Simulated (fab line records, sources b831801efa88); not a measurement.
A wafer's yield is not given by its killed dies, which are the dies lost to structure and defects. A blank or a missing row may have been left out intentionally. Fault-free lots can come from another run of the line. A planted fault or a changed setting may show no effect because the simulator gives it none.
Problem report in the 8D (eight disciplines) form, filled by code -- flow gf180mcu -- the parts of the form that need people (team, actions taken, sign-off) are left out

1. WHAT IS WRONG
run-length-s at GF_V4_SOFTBAKE_10 reads a mean of 91.53 s on 3 wafers of 3 lots; wafers without a fault read 88.99 s with a standard deviation of 0.14. Measured from the usual mean, that is +18 standard deviations.
The step: time 60 s.
First observed at day 28 05:00: wafer L160.6, on litho-track-01. The record has a number at this step for 38 wafers belonging to 13 lots. Rule for "out" (also "out of limits"): further than 4 standard deviations from the usual mean. All remaining wafers that have a number are taken as sound.

2. WHAT IT IS AND WHAT IT IS NOT
question,is,is not
which readings at this step,run-length-s,plate-temp-C
which lots,"L160, L161, L162","L147, L148, L149, L150, L151, L152, L166, L167, L168, L170"
which wafers of those lots,"L160.6, L161.4, L162.6","L160.1, L161.1, L161.2, L162.2, L162.3"
read on which tools,litho-track-01,"litho-track-02, litho-track-04"
when,from day 28 05:00,"up to then (19 sound wafers); but 16 sound wafers of L161, L162, L166, L167, L168, L170 came after"

3. THE SUSPECTS, EACH WITH WHAT RULES IT OUT
Counting: a tool at a process step up to the reading stays a suspect if it ran every lot that is out. Sound lots after the first of them don't rule it out here, since some wafers of a struck lot are sound.
- litho-track-01 at GF_V4_SOFTBAKE_10 (time 60 s): kept. Every lot that is out went through it, the first being L160 (day 28 05:00); the last sound lot it ran before that was L152 (day 25 19:00). On those wafers its own readings are out: run-length-s.
Remaining after the count: litho-track-01 at GF_V4_SOFTBAKE_10.

4. THE CAUSE (what the simulator had put in)
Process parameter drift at GF_V4_SOFTBAKE_10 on litho-track-01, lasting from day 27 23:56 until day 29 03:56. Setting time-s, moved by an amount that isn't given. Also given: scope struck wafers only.
This tool alone remained once counting was done.

5. THE CHAIN OF EFFECTS, in route order
Each row: a reading where the mean over the struck wafers with a number is more than 3 standard deviations away from the usual. Only readings whose record carries a usual standard deviation are examined. hours: median over the lots of the time between each lot's start at the first step of this table that gives one and its start at this step. sigmas: the change, counted in usual standard deviations.
hours,step,reading,usual,on struck wafers,change,sigmas
0,GF_V4_SOFTBAKE_10,run-length-s,88.99 s,91.53,+2.54,+18
The process steps in it:
- GF_V4_SOFTBAKE_10: time 60 s.

6. WHAT WOULD HAVE CAUGHT IT SOONER
In this record no reading fell out of limits until day 28 05:00, 5 hours after the fault had begun at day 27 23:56.
